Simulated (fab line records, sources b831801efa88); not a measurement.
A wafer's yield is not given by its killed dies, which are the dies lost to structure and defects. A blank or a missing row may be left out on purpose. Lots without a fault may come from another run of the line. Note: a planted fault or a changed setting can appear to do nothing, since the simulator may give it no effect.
Which tool did it?	flow sky130	Sampling: 13 lots, 39 wafers, 4 of 708 route steps

== WHAT THE GAUGES SHOWED, per wafer ==
SKY_LDD_HVN_TW_MEAS_10. Usual: LDD_HVN_TW 1439, standard deviation 12.
lot	measured	on	LDD_HVN_TW	flag
L428	day 21 09:26	film metro-03	1432 1434 1429	
L429	day 21 19:28	film metro-01	1434 1444 1437	
L431	day 22 11:05	film metro-03	1430 1423 1433	
L433	day 23 03:02	film metro-03	1436 1435 1441	
L432	day 23 05:43	film metro-01	1455 1462 1453	
L436	day 23 15:38	film metro-02	1434 1438 1434	
L437	day 25 02:46	film metro-03	30 30 30	OFF
L444	day 26 14:36	film metro-02	1437 1427 1435	
L445	day 26 17:31	film metro-03	1430 1417 1427	
L447	day 27 11:53	film metro-03	1427 1430 1433	
L448	day 27 19:46	film metro-01	1450 1453 1454	
L449	day 27 21:35	film metro-02	1435 1432 1439	
L450	day 28 07:20	film metro-03	1427 1430 1428	

== WHAT TOOL EACH LOT RAN ON (gives the tool, then ch and the chambers of the sampled wafers, and finally the start) ==
lot	SKY_VT_ADJUST_HVTP_STRIP_10	SKY_LDD_P_STRIP_10	SKY_LDD_HVN_STRIP_09
L428	plasma asher-03 ch 0,1, day 6 22:37	plasma asher-02 ch 0,1, day 20 01:58	plasma asher-02 ch 0,1, day 21 09:21
L429	plasma asher-01 ch 0,1, day 6 22:43	plasma asher-04 ch 0,1, day 20 11:57	plasma asher-04 ch 0,1, day 21 19:22
L431	plasma asher-03 ch 0,1, day 7 16:41	plasma asher-04 ch 0,1, day 21 03:49	plasma asher-04 ch 0,1, day 22 10:59
L433	plasma asher-01 ch 0,1, day 7 23:13	plasma asher-02 ch 0,1, day 21 20:03	plasma asher-04 ch 0,1, day 23 02:56
L432	plasma asher-01 ch 0,1, day 8 01:24	plasma asher-02 ch 0,1, day 21 22:35	plasma asher-01 ch 0,1, day 23 05:37
L436	plasma asher-03 ch 0,1, day 8 12:16	plasma asher-02 ch 0,1, day 22 09:25	plasma asher-02 ch 0,1, day 23 15:33
L437	plasma asher-04 ch 0, day 8 23:37	plasma asher-04 ch 1, day 23 20:26	plasma asher-04 ch 0,1, day 25 02:39
L444	plasma asher-03 ch 0,1, day 10 12:21	plasma asher-03 ch 0,1, day 25 08:53	plasma asher-04 ch 0,1, day 26 14:30
L445	plasma asher-04 ch 0,1, day 10 17:20	plasma asher-03 ch 0,1, day 25 11:17	plasma asher-01 ch 0,1, day 26 17:26
L447	plasma asher-04 ch 0,1, day 11 09:22	plasma asher-03 ch 0,1, day 26 07:07	plasma asher-02 ch 0,1, day 27 11:48
L448	plasma asher-01 ch 0,1, day 11 14:38	plasma asher-02 ch 0,1, day 26 14:36	plasma asher-01 ch 0,1, day 27 19:39
L449	plasma asher-03 ch 0,1, day 11 18:12	plasma asher-03 ch 0,1, day 26 17:00	plasma asher-02 ch 0,1, day 27 21:29
L450	plasma asher-04 ch 0,1, day 12 01:19	plasma asher-04 ch 0,1, day 27 02:17	plasma asher-02 ch 0,1, day 28 07:14
- SKY_VT_ADJUST_HVTP_STRIP_10: strips in O2/N2.
- SKY_LDD_P_STRIP_10: strips in O2/N2.
- SKY_LDD_HVN_STRIP_09: strips in O2/N2.

== AS READ BY THE TOOLS THEMSELVES (means over the sampled wafers that have a number; for cases with no such wafer, the mark the record gives instead) ==
SKY_VT_ADJUST_HVTP_STRIP_10. Usual: drypump motor current A 5.8 A, standard deviation 0.3; oes product au 0.715 a.u., standard deviation 0.0044; strip time to endpoint s 14.18 s, standard deviation 0.036.
lot	tool	drypump motor current A (A)	oes product au (a.u.)	strip time to endpoint s (s)	flag
L428	plasma asher-03	5.8	0.714	14.24	
L429	plasma asher-01	5.5	0.709	14.17	
L431	plasma asher-03	5.8	0.714	14.17	
L433	plasma asher-01	5.4	0.719	14.19	
L432	plasma asher-01	5.4	0.718	14.13	
L436	plasma asher-03	5.8	0.718	14.16	
L437	plasma asher-04	5.8	0.710	14.16	
L444	plasma asher-03	5.8	0.713	14.19	
L445	plasma asher-04	5.9	0.714	14.20	
L447	plasma asher-04	5.9	0.717	14.17	
L448	plasma asher-01	5.5	0.717	14.18	
L449	plasma asher-03	5.8	0.716	14.22	
L450	plasma asher-04	6.1	0.714	14.15	

SKY_LDD_P_STRIP_10. Usual: drypump motor current A 5.91 A, standard deviation 0.22; oes product au 0.715 a.u., standard deviation 0.0043; strip time to endpoint s 14.19 s, standard deviation 0.036.
lot	tool	drypump motor current A (A)	oes product au (a.u.)	strip time to endpoint s (s)	flag
L428	plasma asher-02	5.85	0.713	14.17	
L429	plasma asher-04	6.16	0.722	14.23	
L431	plasma asher-04	5.97	0.715	14.22	
L433	plasma asher-02	5.84	0.716	14.21	
L432	plasma asher-02	5.84	0.715	14.21	
L436	plasma asher-02	5.84	0.714	14.21	
L437	plasma asher-04	6.35	0.928	-	OFF
L444	plasma asher-03	5.77	0.717	14.16	
L445	plasma asher-03	5.79	0.718	14.16	
L447	plasma asher-03	5.77	0.719	14.14	
L448	plasma asher-02	5.84	0.718	14.22	
L449	plasma asher-03	5.80	0.712	14.25	
L450	plasma asher-04	5.93	0.712	14.15	

SKY_LDD_HVN_STRIP_09. Usual: drypump motor current A 5.9 A, standard deviation 0.3; oes product au 0.408 a.u., standard deviation 0.0043; strip time to endpoint s 4.139 s, standard deviation 0.015.
lot	tool	drypump motor current A (A)	oes product au (a.u.)	strip time to endpoint s (s)	flag
L428	plasma asher-02	5.8	0.409	4.142	
L429	plasma asher-04	6.0	0.409	4.135	
L431	plasma asher-04	6.0	0.409	4.155	
L433	plasma asher-04	6.0	0.413	4.143	
L432	plasma asher-01	5.4	0.409	4.142	
L436	plasma asher-02	5.8	0.402	4.141	
L437	plasma asher-04	6.0	0.716	12.709	OFF
L444	plasma asher-04	6.1	0.414	4.138	
L445	plasma asher-01	5.4	0.411	4.158	
L447	plasma asher-02	5.8	0.407	4.158	
L448	plasma asher-01	5.4	0.405	4.140	
L449	plasma asher-02	5.8	0.411	4.144	
L450	plasma asher-02	5.8	0.409	4.158	

== THE ANSWER, worked out from the rows above alone ==
Rule: lot off if the mean of its wafers having a number is beyond 3 standard deviations from the usual mean. Also off: a lot with no number at a reading for which 4 or more lots have one. Any other lot the step has rows for is counted as sound. Order of review: gauges by route order, followed by the tools' own readings, for which a lot's mean as printed above is used. The first step at which some lot is off is used, and at that step the reading that is off furthest; a lot without a number counts as furthest.
Off: L437, at SKY_LDD_HVN_TW_MEAS_10 (LDD_HVN_TW).
If a tool, at a process step before that reading, ran all the lots that are off and no sound lot after the first of them, it fits. The gauges at SKY_LDD_HVN_TW_MEAS_10 aren't tried: what is off there is off at SKY_LDD_P_STRIP_10 too, on other tools, and a gauge's error can't cause that. Not one of the candidates tried fits.

== WHAT THE SIMULATOR HAD PUT IN ==
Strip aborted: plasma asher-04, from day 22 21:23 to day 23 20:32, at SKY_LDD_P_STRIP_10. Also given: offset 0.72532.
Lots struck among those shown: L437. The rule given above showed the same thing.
